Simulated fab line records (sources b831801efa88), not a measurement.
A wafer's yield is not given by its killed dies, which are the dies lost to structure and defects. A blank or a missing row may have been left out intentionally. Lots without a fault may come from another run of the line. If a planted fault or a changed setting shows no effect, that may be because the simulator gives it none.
Which tool did it? || flow sky130 || Sampling: 13 lots, 39 wafers, 3 of 708 route steps

WHAT EACH GAUGE READ, for each wafer
SKY_NWELL_OVL_MEAS_23.
{"lot": "L438", "measured": "day 5 05:49", "on": "overlay-01", "NWELL_01_OVL (nm)": "2.2 1.2 -0.3"}
{"lot": "L439", "measured": "day 5 10:16", "on": "overlay-02", "NWELL_01_OVL (nm)": "1.5 1.5 2.1"}
{"lot": "L440", "measured": "day 5 17:37", "on": "overlay-02", "NWELL_01_OVL (nm)": "0.7 2.6 2.6"}
{"lot": "L441", "measured": "day 5 21:50", "on": "overlay-02", "NWELL_01_OVL (nm)": "1.5 4.0 2.8"}
{"lot": "L442", "measured": "day 6 03:58", "on": "overlay-01", "NWELL_01_OVL (nm)": "0.1 1.6 1.8"}
{"lot": "L443", "measured": "day 6 15:52", "on": "overlay-01", "NWELL_01_OVL (nm)": "2.0 2.1 1.5"}
{"lot": "L445", "measured": "day 7 03:16", "on": "overlay-02", "NWELL_01_OVL (nm)": "0.7 1.8 2.7"}
{"lot": "L446", "measured": "day 7 09:11", "on": "overlay-01", "NWELL_01_OVL (nm)": "1.2 0.1 -0.8"}
{"lot": "L452", "measured": "day 8 22:23", "on": "overlay-02", "NWELL_01_OVL (nm)": "1.2 -0.2 2.4"}
{"lot": "L454", "measured": "day 9 09:08", "on": "overlay-01", "NWELL_01_OVL (nm)": "1.3 3.1 1.1"}
{"lot": "L455", "measured": "day 9 18:17", "on": "overlay-01", "NWELL_01_OVL (nm)": "0.2 -1.3 0.2"}
{"lot": "L459", "measured": "day 10 15:37", "on": "overlay-02", "NWELL_01_OVL (nm)": "1.4 -0.1 1.8"}
{"lot": "L461", "measured": "day 11 05:05", "on": "overlay-02", "NWELL_01_OVL (nm)": "0.5 1.5 1.3"}

SKY_NWELL_RS_MEAS_31: measures by four-point-probe.
{"lot": "L438", "measured": "day 5 06:40", "on": "film_metro-02", "PWDE_RS (ohm/sq)": "5250 5255 5251"}
{"lot": "L439", "measured": "day 5 11:02", "on": "film_metro-03", "PWDE_RS (ohm/sq)": "5292 5291 5294"}
{"lot": "L440", "measured": "day 5 18:20", "on": "film_metro-03", "PWDE_RS (ohm/sq)": "5287 5298 5273"}
{"lot": "L441", "measured": "day 5 22:35", "on": "film_metro-02", "PWDE_RS (ohm/sq)": "5241 5262 5282"}
{"lot": "L442", "measured": "day 6 04:43", "on": "film_metro-04", "PWDE_RS (ohm/sq)": "5301 5318 5306"}
{"lot": "L443", "measured": "day 6 16:37", "on": "film_metro-02", "PWDE_RS (ohm/sq)": "5245 5256 5237"}
{"lot": "L445", "measured": "day 7 04:01", "on": "film_metro-02", "PWDE_RS (ohm/sq)": "5251 5240 5252"}
{"lot": "L446", "measured": "day 7 09:56", "on": "film_metro-02", "PWDE_RS (ohm/sq)": "5247 5242 5255"}
{"lot": "L452", "measured": "day 8 23:13", "on": "film_metro-04", "PWDE_RS (ohm/sq)": "5269 5297 5291"}
{"lot": "L454", "measured": "day 9 09:54", "on": "film_metro-02", "PWDE_RS (ohm/sq)": "5259 5297 5287"}
{"lot": "L455", "measured": "day 9 19:01", "on": "film_metro-02", "PWDE_RS (ohm/sq)": "5309 5292 5285"}
{"lot": "L459", "measured": "day 10 16:22", "on": "film_metro-03", "PWDE_RS (ohm/sq)": "5274 5256 5262"}
{"lot": "L461", "measured": "day 11 05:50", "on": "film_metro-02", "PWDE_RS (ohm/sq)": "5251 5247 5257"}

TOOL THAT RAN EACH LOT (tool first, then ch and the chambers of the sampled wafers, then the start)
{"lot": "L438", "SKY_NWELL_STRIP_25": "plasma_asher-04 ch 0,1, day 5 06:01"}
{"lot": "L439", "SKY_NWELL_STRIP_25": "plasma_asher-04 ch 0,1, day 5 10:29"}
{"lot": "L440", "SKY_NWELL_STRIP_25": "plasma_asher-01 ch 0,1, day 5 17:47"}
{"lot": "L441", "SKY_NWELL_STRIP_25": "plasma_asher-03 ch 0,1, day 5 22:01"}
{"lot": "L442", "SKY_NWELL_STRIP_25": "plasma_asher-01 ch 0,1, day 6 04:08"}
{"lot": "L443", "SKY_NWELL_STRIP_25": "plasma_asher-03 ch 0,1, day 6 16:02"}
{"lot": "L445", "SKY_NWELL_STRIP_25": "plasma_asher-03 ch 0,1, day 7 03:28"}
{"lot": "L446", "SKY_NWELL_STRIP_25": "plasma_asher-04 ch 0,1, day 7 09:22"}
{"lot": "L452", "SKY_NWELL_STRIP_25": "plasma_asher-04 ch 0,1, day 8 22:34"}
{"lot": "L454", "SKY_NWELL_STRIP_25": "plasma_asher-03 ch 0,1, day 9 09:19"}
{"lot": "L455", "SKY_NWELL_STRIP_25": "plasma_asher-01 ch 0,1, day 9 18:28"}
{"lot": "L459", "SKY_NWELL_STRIP_25": "plasma_asher-01 ch 0, day 10 15:49"}
{"lot": "L461", "SKY_NWELL_STRIP_25": "plasma_asher-03 ch 0, day 11 05:16"}
- SKY_NWELL_STRIP_25: strips in O2/N2.

AS READ BY THE TOOLS THEMSELVES (means over the sampled wafers that have a number; for cases with no such wafer, the mark the record gives instead)
SKY_NWELL_STRIP_25.
{"lot": "L438", "tool": "plasma_asher-04", "drypump_motor_current_A (A)": 5.9, "oes_product_au (a.u.)": 0.724, "strip_time_to_endpoint_s (s)": 36.89}
{"lot": "L439", "tool": "plasma_asher-04", "drypump_motor_current_A (A)": 5.7, "oes_product_au (a.u.)": 0.722, "strip_time_to_endpoint_s (s)": 36.87}
{"lot": "L440", "tool": "plasma_asher-01", "drypump_motor_current_A (A)": 6.2, "oes_product_au (a.u.)": 0.721, "strip_time_to_endpoint_s (s)": 36.95}
{"lot": "L441", "tool": "plasma_asher-03", "drypump_motor_current_A (A)": 6.1, "oes_product_au (a.u.)": 0.717, "strip_time_to_endpoint_s (s)": 36.89}
{"lot": "L442", "tool": "plasma_asher-01", "drypump_motor_current_A (A)": 5.8, "oes_product_au (a.u.)": 0.725, "strip_time_to_endpoint_s (s)": 36.91}
{"lot": "L443", "tool": "plasma_asher-03", "drypump_motor_current_A (A)": 6.3, "oes_product_au (a.u.)": 0.723, "strip_time_to_endpoint_s (s)": 37.00}
{"lot": "L445", "tool": "plasma_asher-03", "drypump_motor_current_A (A)": 6.1, "oes_product_au (a.u.)": 0.719, "strip_time_to_endpoint_s (s)": 36.96}
{"lot": "L446", "tool": "plasma_asher-04", "drypump_motor_current_A (A)": 5.7, "oes_product_au (a.u.)": 0.721, "strip_time_to_endpoint_s (s)": 36.96}
{"lot": "L452", "tool": "plasma_asher-04", "drypump_motor_current_A (A)": 5.9, "oes_product_au (a.u.)": 0.720, "strip_time_to_endpoint_s (s)": 37.01}
{"lot": "L454", "tool": "plasma_asher-03", "drypump_motor_current_A (A)": 6.1, "oes_product_au (a.u.)": 0.721, "strip_time_to_endpoint_s (s)": 36.96}
{"lot": "L455", "tool": "plasma_asher-01", "drypump_motor_current_A (A)": 6.2, "oes_product_au (a.u.)": 0.722, "strip_time_to_endpoint_s (s)": 36.97}
{"lot": "L459", "tool": "plasma_asher-01", "drypump_motor_current_A (A)": 5.4, "oes_product_au (a.u.)": 0.721, "strip_time_to_endpoint_s (s)": 36.92}
{"lot": "L461", "tool": "plasma_asher-03", "drypump_motor_current_A (A)": 5.9, "oes_product_au (a.u.)": 0.719, "strip_time_to_endpoint_s (s)": 37.08}

THE ANSWER, worked out from the rows above alone
Rule: the lots themselves supply what counts as usual. The widest of any qualifying gaps counts: lots, ordered by their means at a reading, are off when they make up no more than a third of the lots, leave a main group of 4 or more, and stand apart from it by 3 or more times the standard deviation of that group's means. Not used: any main group whose means are identical at the precision the tables above print for the reading. Also off: a lot with no number at a reading for which 4 or more lots have one. Where the step has rows for the other lots, those lots are counted as sound. First the gauges in route order, then the tools' own readings, where a lot's mean is used as printed above. The first step at which some lot is off is used, and at that step the reading that is off furthest; a lot without a number counts as furthest.
Nothing can be told from this: no lot is off at any reading shown.

WHAT WAS PUT IN BY THE SIMULATOR
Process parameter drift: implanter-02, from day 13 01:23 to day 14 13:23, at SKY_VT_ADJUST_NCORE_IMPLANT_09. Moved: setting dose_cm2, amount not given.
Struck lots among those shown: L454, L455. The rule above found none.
